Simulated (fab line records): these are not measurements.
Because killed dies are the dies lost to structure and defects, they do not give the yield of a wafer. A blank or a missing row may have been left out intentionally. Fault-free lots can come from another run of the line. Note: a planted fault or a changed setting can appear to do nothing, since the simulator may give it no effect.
Chamber matching :: flow gf180mcu :: GF_V4_CVD_02 on pecvd-03: 3 sister chambers
The step deposits SiO2 from TEOS, target thk 850 nm, time 94.851 s. 16 wafers are shown with their chamber, then 8 later ones without.

== WAFERS WITH THEIR CHAMBER ==
wafer: L077.2
chamber: 0
heater_power_w (W): 513

wafer: L077.3
chamber: 2
heater_power_w (W): 561

wafer: L077.6
chamber: 2
heater_power_w (W): 608

wafer: L078.2
chamber: 1
heater_power_w (W): 623

wafer: L078.3
chamber: 0
heater_power_w (W): 413

wafer: L078.5
chamber: 0
heater_power_w (W): 466

wafer: L081.1
chamber: 1
heater_power_w (W): 658

wafer: L081.4
chamber: 1
heater_power_w (W): 549

wafer: L081.5
chamber: 0
heater_power_w (W): 425

wafer: L084.2
chamber: 1
heater_power_w (W): 540

wafer: L084.3
chamber: 0
heater_power_w (W): 505

wafer: L084.4
chamber: 1
heater_power_w (W): 596

wafer: L085.2
chamber: 1
heater_power_w (W): 623

wafer: L085.4
chamber: 1
heater_power_w (W): 662

wafer: L085.6
chamber: 0
heater_power_w (W): 429

wafer: L093.1
chamber: 1
heater_power_w (W): 532

SIGNATURES (averages over the wafers above)
reading: heater_power_w
chamber 0: 458.50
chamber 1: 597.88
chamber 2: 584.50
scatter within a chamber: 47.6
Rule: a wafer's distance from a chamber is the root of the sum, over the readings, of the square of ((its reading less the chamber's mean) divided by the reading's scatter). The wafer belongs to the nearest chamber; if the next one is less than 2 further off, it can't be placed. The scatter: the root of (the sum of the squares of (reading less its chamber's mean) over the shown wafers, divided by (wafers less chambers)).

== WAFERS WITH NO CHAMBER GIVEN ==
wafer: L093.2
heater_power_w (W): 627

wafer: L093.4
heater_power_w (W): 664

wafer: L096.3
heater_power_w (W): 657

wafer: L096.4
heater_power_w (W): 666

wafer: L096.6
heater_power_w (W): 664

wafer: L097.2
heater_power_w (W): 647

wafer: L097.5
heater_power_w (W): 473

wafer: L097.6
heater_power_w (W): 656

== WHICH CHAMBER EACH WENT THROUGH ==
wafer: L093.2
from the rows above: can't be placed: 1 or 2
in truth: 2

wafer: L093.4
from the rows above: can't be placed: 1 or 2
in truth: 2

wafer: L096.3
from the rows above: can't be placed: 1 or 2
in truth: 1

wafer: L096.4
from the rows above: can't be placed: 1 or 2
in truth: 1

wafer: L096.6
from the rows above: can't be placed: 1 or 2
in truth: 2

wafer: L097.2
from the rows above: can't be placed: 1 or 2
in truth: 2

wafer: L097.5
from the rows above: 0
in truth: 0

wafer: L097.6
from the rows above: can't be placed: 1 or 2
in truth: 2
Placed correctly: 1 of 8. Can't be placed from these rows: 7 (the true chamber is among the candidates in 7). 0 placed wrongly.
